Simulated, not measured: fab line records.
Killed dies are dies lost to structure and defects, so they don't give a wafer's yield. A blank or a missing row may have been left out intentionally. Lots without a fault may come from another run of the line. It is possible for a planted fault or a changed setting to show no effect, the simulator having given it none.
A sampling plan put to the test	flow sky130	each of the 63 faults these records tell of, on one fab line, judged from the records of the lots it struck
The line's own looks make up the plan; these are the steps of the route where a gauge or inspection reads the wafer and leaves it unchanged. Where struck wafers have a number at a look and the file lists that look's usual mean and standard deviation on fault-free wafers, the look can be judged. Caught: the struck wafers' mean, at a look after the fault's first step, is 4 or more of those standard deviations (sigma) away from the usual mean. On the tool: the same test on the tool's own readings at the fault's steps. Another recipe on the struck wafers, or a record that is blank for them alone, also counts as caught.

THE FAULTS, as the simulator had put them in
1. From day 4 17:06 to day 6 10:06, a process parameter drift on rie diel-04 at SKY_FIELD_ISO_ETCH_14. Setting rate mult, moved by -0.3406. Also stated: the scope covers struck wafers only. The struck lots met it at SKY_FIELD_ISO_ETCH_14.
2. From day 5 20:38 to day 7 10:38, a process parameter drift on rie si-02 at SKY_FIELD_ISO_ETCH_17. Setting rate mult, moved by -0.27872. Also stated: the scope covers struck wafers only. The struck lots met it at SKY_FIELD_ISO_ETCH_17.
3. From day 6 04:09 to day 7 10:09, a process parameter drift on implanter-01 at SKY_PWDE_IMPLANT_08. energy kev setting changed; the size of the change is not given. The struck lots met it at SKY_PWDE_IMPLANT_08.
4. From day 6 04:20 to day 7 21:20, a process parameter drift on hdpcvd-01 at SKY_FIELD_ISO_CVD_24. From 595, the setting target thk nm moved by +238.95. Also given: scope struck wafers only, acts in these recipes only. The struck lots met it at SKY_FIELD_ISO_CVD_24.
5. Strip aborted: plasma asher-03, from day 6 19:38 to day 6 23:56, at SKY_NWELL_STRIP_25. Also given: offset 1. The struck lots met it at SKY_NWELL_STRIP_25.
6. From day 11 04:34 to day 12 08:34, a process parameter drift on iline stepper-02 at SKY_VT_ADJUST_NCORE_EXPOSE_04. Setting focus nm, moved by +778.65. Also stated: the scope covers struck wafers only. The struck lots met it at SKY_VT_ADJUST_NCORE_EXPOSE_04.
7. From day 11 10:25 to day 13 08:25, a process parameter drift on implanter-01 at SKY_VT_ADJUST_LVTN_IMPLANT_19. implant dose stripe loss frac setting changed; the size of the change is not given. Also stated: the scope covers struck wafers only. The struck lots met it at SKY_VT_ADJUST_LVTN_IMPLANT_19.
8. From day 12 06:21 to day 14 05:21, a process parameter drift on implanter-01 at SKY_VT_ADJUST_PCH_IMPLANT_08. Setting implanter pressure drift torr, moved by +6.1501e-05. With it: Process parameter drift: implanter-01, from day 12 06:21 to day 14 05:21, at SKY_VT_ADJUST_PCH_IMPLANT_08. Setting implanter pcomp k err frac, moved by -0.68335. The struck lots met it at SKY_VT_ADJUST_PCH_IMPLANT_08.
9. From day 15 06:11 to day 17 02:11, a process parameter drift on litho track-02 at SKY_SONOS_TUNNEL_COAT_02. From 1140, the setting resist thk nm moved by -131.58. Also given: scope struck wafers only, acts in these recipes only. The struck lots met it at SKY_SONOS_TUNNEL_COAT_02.
10. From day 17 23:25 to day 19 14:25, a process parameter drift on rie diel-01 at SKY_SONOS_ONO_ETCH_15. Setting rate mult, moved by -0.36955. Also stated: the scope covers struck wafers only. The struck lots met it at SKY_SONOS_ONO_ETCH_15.
11. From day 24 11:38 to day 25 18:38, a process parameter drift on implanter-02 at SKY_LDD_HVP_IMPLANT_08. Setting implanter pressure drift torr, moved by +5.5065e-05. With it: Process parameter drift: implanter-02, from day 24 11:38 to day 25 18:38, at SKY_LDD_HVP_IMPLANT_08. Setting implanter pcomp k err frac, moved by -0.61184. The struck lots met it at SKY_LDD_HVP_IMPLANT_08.
12. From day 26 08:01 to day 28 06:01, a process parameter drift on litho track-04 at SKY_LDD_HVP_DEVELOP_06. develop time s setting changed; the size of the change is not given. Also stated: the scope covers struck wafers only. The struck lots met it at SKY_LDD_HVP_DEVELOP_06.
13. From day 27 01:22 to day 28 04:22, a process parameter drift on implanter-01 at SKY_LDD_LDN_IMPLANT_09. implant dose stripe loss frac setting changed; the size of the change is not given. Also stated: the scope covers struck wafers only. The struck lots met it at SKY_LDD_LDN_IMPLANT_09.
14. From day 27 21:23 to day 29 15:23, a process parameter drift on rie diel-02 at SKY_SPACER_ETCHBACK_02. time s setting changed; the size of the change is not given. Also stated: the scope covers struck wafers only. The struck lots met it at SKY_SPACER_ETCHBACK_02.
15. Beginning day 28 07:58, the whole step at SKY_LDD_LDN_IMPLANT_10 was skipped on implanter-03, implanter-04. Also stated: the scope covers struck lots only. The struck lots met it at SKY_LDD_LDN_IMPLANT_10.
16. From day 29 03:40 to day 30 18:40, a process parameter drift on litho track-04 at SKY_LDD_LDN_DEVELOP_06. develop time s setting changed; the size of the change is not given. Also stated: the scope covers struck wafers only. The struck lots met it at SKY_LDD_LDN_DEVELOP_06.
17. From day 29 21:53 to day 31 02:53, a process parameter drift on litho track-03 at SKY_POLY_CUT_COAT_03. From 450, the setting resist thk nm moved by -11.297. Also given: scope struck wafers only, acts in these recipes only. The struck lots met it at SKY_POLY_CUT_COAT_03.
18. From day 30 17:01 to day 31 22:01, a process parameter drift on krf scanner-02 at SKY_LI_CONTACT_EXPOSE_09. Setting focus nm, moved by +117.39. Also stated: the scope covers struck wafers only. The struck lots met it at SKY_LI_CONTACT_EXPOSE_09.
19. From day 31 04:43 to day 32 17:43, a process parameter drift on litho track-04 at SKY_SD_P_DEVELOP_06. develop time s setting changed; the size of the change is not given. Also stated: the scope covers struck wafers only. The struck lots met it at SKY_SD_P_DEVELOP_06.
20. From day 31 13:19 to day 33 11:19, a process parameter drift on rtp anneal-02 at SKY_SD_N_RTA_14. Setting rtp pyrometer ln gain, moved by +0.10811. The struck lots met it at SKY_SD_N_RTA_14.
21. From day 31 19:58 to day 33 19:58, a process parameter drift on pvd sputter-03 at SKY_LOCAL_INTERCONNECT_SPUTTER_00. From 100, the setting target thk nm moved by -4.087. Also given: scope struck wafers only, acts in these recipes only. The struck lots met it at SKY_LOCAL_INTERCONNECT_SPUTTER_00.
22. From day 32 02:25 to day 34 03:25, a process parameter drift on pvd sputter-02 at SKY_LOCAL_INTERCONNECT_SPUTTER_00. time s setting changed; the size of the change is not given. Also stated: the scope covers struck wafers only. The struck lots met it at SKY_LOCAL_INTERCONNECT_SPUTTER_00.
23. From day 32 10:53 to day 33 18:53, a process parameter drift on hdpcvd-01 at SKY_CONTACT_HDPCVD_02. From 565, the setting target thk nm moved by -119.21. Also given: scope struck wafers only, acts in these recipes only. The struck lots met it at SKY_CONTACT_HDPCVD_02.
24. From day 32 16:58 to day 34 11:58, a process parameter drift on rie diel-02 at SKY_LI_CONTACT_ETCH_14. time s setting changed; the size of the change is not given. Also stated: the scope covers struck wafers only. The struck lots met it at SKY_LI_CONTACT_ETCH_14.
25. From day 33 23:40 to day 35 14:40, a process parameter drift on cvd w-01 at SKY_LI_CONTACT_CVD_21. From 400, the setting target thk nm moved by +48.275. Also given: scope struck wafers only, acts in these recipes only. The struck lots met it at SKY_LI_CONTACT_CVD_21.
26. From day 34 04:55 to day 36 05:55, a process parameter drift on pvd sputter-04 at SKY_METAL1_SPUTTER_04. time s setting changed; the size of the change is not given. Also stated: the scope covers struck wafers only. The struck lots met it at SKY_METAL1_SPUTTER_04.
27. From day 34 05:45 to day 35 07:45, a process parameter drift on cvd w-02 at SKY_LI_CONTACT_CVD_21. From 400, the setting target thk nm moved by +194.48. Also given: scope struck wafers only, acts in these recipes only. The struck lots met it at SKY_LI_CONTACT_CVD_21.
28. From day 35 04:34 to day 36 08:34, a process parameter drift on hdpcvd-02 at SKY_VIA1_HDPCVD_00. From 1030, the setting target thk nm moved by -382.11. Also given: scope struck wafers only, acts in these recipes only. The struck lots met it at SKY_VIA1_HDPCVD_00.
29. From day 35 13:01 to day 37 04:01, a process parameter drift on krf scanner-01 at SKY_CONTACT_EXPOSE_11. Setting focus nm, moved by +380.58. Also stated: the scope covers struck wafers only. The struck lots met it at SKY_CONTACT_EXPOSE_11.
30. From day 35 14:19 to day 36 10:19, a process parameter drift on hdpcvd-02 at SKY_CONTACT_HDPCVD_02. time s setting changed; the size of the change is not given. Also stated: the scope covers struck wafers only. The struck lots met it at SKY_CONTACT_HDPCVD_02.
31. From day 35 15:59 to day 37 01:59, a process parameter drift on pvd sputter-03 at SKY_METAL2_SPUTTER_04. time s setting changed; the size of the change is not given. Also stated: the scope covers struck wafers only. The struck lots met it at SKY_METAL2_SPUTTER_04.
32. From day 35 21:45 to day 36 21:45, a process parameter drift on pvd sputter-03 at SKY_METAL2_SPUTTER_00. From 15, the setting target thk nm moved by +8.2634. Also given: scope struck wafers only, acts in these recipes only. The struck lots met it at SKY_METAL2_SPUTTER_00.
33. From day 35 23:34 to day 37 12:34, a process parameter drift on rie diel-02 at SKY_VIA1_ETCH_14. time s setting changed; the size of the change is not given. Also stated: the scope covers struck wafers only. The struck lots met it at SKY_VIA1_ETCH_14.
34. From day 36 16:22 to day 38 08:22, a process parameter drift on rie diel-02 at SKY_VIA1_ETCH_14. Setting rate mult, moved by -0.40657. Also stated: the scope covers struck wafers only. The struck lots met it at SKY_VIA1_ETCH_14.
35. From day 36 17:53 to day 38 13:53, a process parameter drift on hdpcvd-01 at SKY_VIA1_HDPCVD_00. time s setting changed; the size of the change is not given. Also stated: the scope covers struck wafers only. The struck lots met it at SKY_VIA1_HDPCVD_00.
36. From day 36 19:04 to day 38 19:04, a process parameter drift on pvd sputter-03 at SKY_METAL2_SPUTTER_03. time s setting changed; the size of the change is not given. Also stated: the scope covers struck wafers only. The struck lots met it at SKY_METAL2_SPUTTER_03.
37. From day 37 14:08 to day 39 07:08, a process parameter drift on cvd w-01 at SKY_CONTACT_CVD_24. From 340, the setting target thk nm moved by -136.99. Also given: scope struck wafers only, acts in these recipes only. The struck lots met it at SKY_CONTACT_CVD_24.
38. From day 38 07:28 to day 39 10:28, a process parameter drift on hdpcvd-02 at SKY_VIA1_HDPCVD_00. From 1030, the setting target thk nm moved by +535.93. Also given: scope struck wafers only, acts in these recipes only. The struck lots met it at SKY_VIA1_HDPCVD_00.
39. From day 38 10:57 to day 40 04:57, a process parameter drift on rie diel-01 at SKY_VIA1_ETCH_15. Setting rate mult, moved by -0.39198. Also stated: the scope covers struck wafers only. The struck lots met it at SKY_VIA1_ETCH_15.
40. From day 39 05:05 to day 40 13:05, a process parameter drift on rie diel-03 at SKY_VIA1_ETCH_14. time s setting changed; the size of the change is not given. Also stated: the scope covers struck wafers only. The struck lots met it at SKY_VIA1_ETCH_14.
41. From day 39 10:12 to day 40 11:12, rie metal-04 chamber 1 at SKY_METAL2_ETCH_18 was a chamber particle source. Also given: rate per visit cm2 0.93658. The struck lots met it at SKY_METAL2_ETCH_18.
42. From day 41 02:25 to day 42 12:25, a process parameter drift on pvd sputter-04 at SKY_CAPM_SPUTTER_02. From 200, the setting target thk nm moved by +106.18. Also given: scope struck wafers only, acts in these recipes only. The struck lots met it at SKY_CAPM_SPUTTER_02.
43. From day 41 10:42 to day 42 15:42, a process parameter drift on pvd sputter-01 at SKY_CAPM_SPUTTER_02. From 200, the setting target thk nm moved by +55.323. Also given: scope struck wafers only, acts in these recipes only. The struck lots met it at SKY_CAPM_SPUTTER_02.
44. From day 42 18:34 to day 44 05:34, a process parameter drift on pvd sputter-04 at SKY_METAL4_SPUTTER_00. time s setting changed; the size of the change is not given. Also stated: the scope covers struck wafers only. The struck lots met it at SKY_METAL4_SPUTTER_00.
45. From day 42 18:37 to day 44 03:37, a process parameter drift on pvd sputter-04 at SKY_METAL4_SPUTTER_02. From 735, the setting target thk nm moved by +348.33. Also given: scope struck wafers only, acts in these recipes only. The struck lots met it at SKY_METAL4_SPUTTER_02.
46. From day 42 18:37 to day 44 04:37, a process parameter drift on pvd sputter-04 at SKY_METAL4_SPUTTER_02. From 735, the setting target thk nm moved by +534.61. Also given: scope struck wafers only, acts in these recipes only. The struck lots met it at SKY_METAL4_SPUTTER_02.
47. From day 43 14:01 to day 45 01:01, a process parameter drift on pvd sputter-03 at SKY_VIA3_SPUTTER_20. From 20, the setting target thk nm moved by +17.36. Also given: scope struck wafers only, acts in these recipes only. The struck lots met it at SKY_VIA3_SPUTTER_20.
48. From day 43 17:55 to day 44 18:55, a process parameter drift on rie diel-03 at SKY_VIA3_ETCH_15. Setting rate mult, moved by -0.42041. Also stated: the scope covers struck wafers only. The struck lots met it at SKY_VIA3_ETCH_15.
49. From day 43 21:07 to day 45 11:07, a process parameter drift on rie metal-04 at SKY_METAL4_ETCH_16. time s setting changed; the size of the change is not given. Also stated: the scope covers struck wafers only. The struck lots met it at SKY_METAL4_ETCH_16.
50. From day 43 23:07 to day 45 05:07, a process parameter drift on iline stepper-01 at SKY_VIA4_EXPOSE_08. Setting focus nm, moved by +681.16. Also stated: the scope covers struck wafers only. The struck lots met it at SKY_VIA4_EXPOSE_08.
51. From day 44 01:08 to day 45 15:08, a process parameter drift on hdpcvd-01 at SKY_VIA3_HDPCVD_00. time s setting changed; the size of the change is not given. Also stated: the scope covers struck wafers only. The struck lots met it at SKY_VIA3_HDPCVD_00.
52. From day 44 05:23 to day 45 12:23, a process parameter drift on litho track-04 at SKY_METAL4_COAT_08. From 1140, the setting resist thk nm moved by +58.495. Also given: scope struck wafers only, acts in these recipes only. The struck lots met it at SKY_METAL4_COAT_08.
53. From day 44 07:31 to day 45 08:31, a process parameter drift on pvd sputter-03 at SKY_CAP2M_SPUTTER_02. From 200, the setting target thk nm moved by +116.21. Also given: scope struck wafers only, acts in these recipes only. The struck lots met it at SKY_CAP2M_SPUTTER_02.
54. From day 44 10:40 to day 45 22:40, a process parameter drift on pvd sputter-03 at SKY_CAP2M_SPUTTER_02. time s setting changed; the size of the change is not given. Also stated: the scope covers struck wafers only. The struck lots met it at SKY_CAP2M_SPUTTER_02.
55. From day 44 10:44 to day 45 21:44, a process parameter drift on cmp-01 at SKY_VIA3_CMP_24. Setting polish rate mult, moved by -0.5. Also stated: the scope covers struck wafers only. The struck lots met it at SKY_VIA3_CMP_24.
56. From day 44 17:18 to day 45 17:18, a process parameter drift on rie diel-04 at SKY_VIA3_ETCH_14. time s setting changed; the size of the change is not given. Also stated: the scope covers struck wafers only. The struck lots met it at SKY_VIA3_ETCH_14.
57. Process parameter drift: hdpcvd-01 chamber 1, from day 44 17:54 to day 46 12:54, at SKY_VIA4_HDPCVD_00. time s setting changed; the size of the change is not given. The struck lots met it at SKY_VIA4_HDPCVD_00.
58. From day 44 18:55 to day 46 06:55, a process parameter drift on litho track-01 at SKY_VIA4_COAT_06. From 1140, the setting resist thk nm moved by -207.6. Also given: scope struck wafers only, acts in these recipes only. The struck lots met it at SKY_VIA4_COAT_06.
59. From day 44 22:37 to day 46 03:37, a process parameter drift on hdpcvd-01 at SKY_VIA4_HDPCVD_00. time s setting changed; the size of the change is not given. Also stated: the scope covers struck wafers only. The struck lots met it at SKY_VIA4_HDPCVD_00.
60. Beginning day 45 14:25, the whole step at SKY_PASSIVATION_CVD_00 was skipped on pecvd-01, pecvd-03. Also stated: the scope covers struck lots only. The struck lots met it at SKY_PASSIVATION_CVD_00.
61. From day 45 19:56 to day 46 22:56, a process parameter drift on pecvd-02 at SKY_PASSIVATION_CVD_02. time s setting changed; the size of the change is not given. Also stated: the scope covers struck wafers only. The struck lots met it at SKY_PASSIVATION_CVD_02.
62. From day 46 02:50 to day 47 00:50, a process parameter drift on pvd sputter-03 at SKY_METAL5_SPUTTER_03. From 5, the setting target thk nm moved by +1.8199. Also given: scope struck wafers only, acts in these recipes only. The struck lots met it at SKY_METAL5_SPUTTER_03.
63. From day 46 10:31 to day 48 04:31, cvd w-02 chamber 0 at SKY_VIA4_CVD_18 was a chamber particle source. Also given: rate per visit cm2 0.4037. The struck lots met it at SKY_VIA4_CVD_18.

WHAT THE PLAN SAW
fault	on the tool itself	first look that catches it	reading, sigma	median hours from its first step to that look	hours from the fault's start to the first struck lot there	judged looks passed uncaught
1	oes product au -15 sigma	no look after it can be judged	-	-	-	0
2	oes product au -20 sigma	none of the 2 looks that can be judged after it	-	-	-	2
3	beam energy keV -99 or beyond sigma	none of the 2 looks that can be judged after it	strongest: PWDE_RS at SKY_NWELL_RS_MEAS_31, +3.3	-	-	2
4	under 2 sigma	SKY_FIELD_ISO_THK_MEAS_25	FIELD_ISO_CVD_24_THK +30	0.1	2	0
5	oes product au +19 sigma	SKY_VT_ADJUST_HVTP_TW_MEAS_11	VT_ADJUST_HVTP_TW -99 or beyond	20.8	25	1
6	under 2 sigma	SKY_VT_ADJUST_NCORE_CD_MEAS_07	cd nm -5.1	11.8	12	0
7	under 2 sigma	none of the 2 looks that can be judged after it	strongest: VT_ADJUST_LVTN_2_TW at SKY_VT_ADJUST_LVTN_TW_MEAS_21, -3.6	-	-	2
8	end station pressure torr +99 or beyond sigma	none of the 2 looks that can be judged after it	strongest: VT_ADJUST_PCH_TW at SKY_VT_ADJUST_PCH_TW_MEAS_10, +2.7	-	-	2
9	no reading that can be judged	SKY_SONOS_TUNNEL_CD_MEAS_07	cd nm +5.9	13.9	24	0
10	oes product au -22 sigma	no look after it can be judged	-	-	-	0
11	end station pressure torr +99 or beyond sigma	no look after it can be judged	-	-	-	0
12	under 2 sigma	SKY_LDD_HVP_TW_MEAS_10	LDD_HVP_TW -68	0.4	15	0
13	under 2 sigma	no look after it can be judged	-	-	-	0
14	run length s +28 sigma	no look after it can be judged	-	-	-	0
15	the tool's record is blank for the struck wafers	SKY_LDD_LDN_TW_MEAS_13	LDD_LDN_TW -10	0.4	4	0
16	under 2 sigma	SKY_LDD_LDN_TW_MEAS_13	LDD_LDN_TW -99 or beyond	0.9	7	0
17	no reading that can be judged	not the one look that can be judged after it	-	-	-	1
18	under 2 sigma	SKY_LI_CONTACT_CD_MEAS_12	cd nm -4.4	14.0	20	0
19	under 2 sigma	SKY_SD_P_CD_MEAS_07	cd nm -12	0.1	3	0
20	lamp power pct -8.5 sigma	SKY_SD_N_RS_MEAS_16	SD_N_RS +17	0.2	6	0
21	under 2 sigma	SKY_LOCAL_INTERCONNECT_RS_MEAS_01	LOCAL_INTERCONNECT_TIN_RS +4.2	0.1	5	0
22	under 2 sigma	SKY_LOCAL_INTERCONNECT_RS_MEAS_01	LOCAL_INTERCONNECT_TIN_RS -28	0.1	10	0
23	no reading that can be judged	SKY_CONTACT_THK_MEAS_03	CONTACT_HDPCVD_THK -19	0.1	8	0
24	run length s -43 sigma	no look after it can be judged	-	-	-	0
25	under 2 sigma	SKY_LI_CONTACT_RS_MEAS_22	LI_CONTACT_W_RS -7.8	0.2	14	0
26	under 2 sigma	none of the 4 looks that can be judged after it	strongest: METAL1_ALCU_THK at SKY_METAL1_THK_MEAS_06, -2.7	-	-	4
27	under 2 sigma	SKY_LI_CONTACT_RS_MEAS_22	LI_CONTACT_W_RS -23	0.2	4	0
28	no reading that can be judged	SKY_VIA1_THK_MEAS_01	VIA1_HDPCVD_THK -36	0.1	9	0
29	under 2 sigma	SKY_CONTACT_CD_MEAS_14	cd nm -47	12.7	32	0
30	run length s -6.6 sigma	SKY_CONTACT_THK_MEAS_03	CONTACT_HDPCVD_THK -4.3	0.1	7	0
31	under 2 sigma	none of the 4 looks that can be judged after it	-	-	-	4
32	under 2 sigma	no look after it can be judged	-	-	-	0
33	run length s -42 sigma	no look after it can be judged	-	-	-	0
34	oes product au -22 sigma	no look after it can be judged	-	-	-	0
35	run length s -40 sigma	SKY_VIA1_THK_MEAS_01	VIA1_HDPCVD_THK -14	0.1	4	0
36	under 2 sigma	no look after it can be judged	-	-	-	0
37	under 2 sigma	SKY_CONTACT_RS_MEAS_25	CONTACT_W_RS +61	0.1	8	0
38	no reading that can be judged	SKY_VIA1_THK_MEAS_01	VIA1_HDPCVD_THK +47	0.1	2	0
39	oes product au -38 sigma	no look after it can be judged	-	-	-	0
40	run length s -31 sigma	no look after it can be judged	-	-	-	0
41	under 2 sigma	no look after it can be judged	-	-	-	0
42	under 2 sigma	SKY_CAPM_RS_MEAS_03	CAPM_TIN_RS -30	0.1	6	0
43	under 2 sigma	SKY_CAPM_RS_MEAS_03	CAPM_TIN_RS -18	0.1	20	0
44	under 2 sigma	no look after it can be judged	-	-	-	0
45	under 2 sigma	no look after it can be judged	-	-	-	0
46	under 2 sigma	no look after it can be judged	-	-	-	0
47	under 2 sigma	none of the 6 looks that can be judged after it	-	-	-	6
48	oes product au -48 sigma	no look after it can be judged	-	-	-	0
49	run length s -27 sigma	no look after it can be judged	-	-	-	0
50	under 2 sigma	not the one look that can be judged after it	-	-	-	1
51	run length s +98 sigma	SKY_VIA3_THK_MEAS_01	VIA3_HDPCVD_THK +18	0.2	4	0
52	under 2 sigma	no look after it can be judged	-	-	-	0
53	under 2 sigma	SKY_CAP2M_RS_MEAS_03	CAP2M_TIN_RS -27	0.1	2	0
54	under 2 sigma	SKY_CAP2M_RS_MEAS_03	CAP2M_TIN_RS +4.1	0.1	32	0
55	overpolish run s -99 or beyond sigma	no look after it can be judged	-	-	-	0
56	oes product au +22 sigma	no look after it can be judged	-	-	-	0
57	run length s +70 sigma	SKY_VIA4_THK_MEAS_01	VIA4_HDPCVD_THK +12	0.2	6	0
58	under 2 sigma	no look after it can be judged	-	-	-	0
59	run length s +99 or beyond sigma	SKY_VIA4_THK_MEAS_01	VIA4_HDPCVD_THK +55	0.2	1	0
60	the tool's record is blank for the struck wafers	not the one look that can be judged after it	-	-	-	1
61	under 2 sigma	SKY_PASSIVATION_THK_MEAS_03	PASSIVATION_CVD_02_THK +4.7	0.2	5	0
62	under 2 sigma	no look after it can be judged	-	-	-	0
63	under 2 sigma	none of the 6 looks that can be judged after it	-	-	-	6
A dash: the fault isn't caught, or these records don't give the number.

Caught at a look: 29 of 63. Caught on the tool: 25 of 63. By one or the other: 46 of 63.
On the tool alone, faults 1, 2, 3, 8, 10, 11, 14, 24, 33, 34, 39, 40, 48, 49, 55, 56, 60 were caught.
Caught at a look alone: faults 4, 6, 9, 12, 16, 18, 19, 21, 22, 23, 25, 27, 28, 29, 37, 38, 42, 43, 53, 54, 61.
Caught by neither: faults 7, 13, 17, 26, 31, 32, 36, 41, 44, 45, 46, 47, 50, 52, 58, 62, 63.

THINNER SAMPLING
In the worst case, this is how late the first struck lot would be measured if the look that catches a fault measured only every second or every third lot, by lot number:
fault	struck lots at that look, in order of time	every lot	every second lot	every third lot
4	L334, L338, L339	2 h	28 h	28 h
5	L420	25 h	may miss it	may miss it
6	L768, L770, L771	12 h	25 h	may miss all 3
9	L813, L814, L817	24 h	42 h	may miss all 3
12	L357, L358, L362	15 h	23 h	46 h
15	L100, L102	4 h	may miss all 2	may miss all 2
16	L132, L133, L135	7 h	16 h	may miss all 3
18	L382, L380, L383	20 h	31 h	may miss all 3
19	L716, L723	3 h	33 h	may miss all 2
20	L860, L862	6 h	may miss all 2	may miss all 2
21	L387, L390	5 h	28 h	may miss all 2
22	L862, L865	10 h	24 h	may miss all 2
23	L867, L865, L868	8 h	19 h	may miss all 3
25	L158, L159, L160	14 h	23 h	31 h
27	L715, L716	4 h	13 h	may miss all 2
28	L986, L987	9 h	20 h	may miss all 2
29	L751, L750, L752	32 h	35 h	40 h
30	L862, L865	7 h	20 h	may miss all 2
35	L839, L840	4 h	19 h	may miss all 2
37	L319, L321	8 h	may miss all 2	may miss all 2
38	L287	2 h	may miss it	may miss it
42	L523	6 h	may miss it	may miss it
43	L436, L437	20 h	22 h	may miss all 2
51	L551	4 h	may miss it	may miss it
53	L883	2 h	may miss it	may miss it
54	L838	32 h	may miss it	may miss it
57	L114	6 h	may miss it	may miss it
59	L203, L205, L206	1 h	19 h	may miss all 3
61	L421, L422, L424	5 h	15 h	may miss all 3
The hour figures run from when the fault began to the first measured lot among those it struck. 4 sigma limit: tested on the pooled struck wafers, so a lone lot may be under it. Other struck lots may not be in these records.

THE LONGEST TIMED WAY FROM STEP TO LOOK
For fault 5, SKY_NWELL_STRIP_25 and SKY_VT_ADJUST_HVTP_TW_MEAS_11 are separated by a median of 20.8 hours. The look between them that can be judged stayed within 4 sigma: SKY_NWELL_TW_MEAS_26.
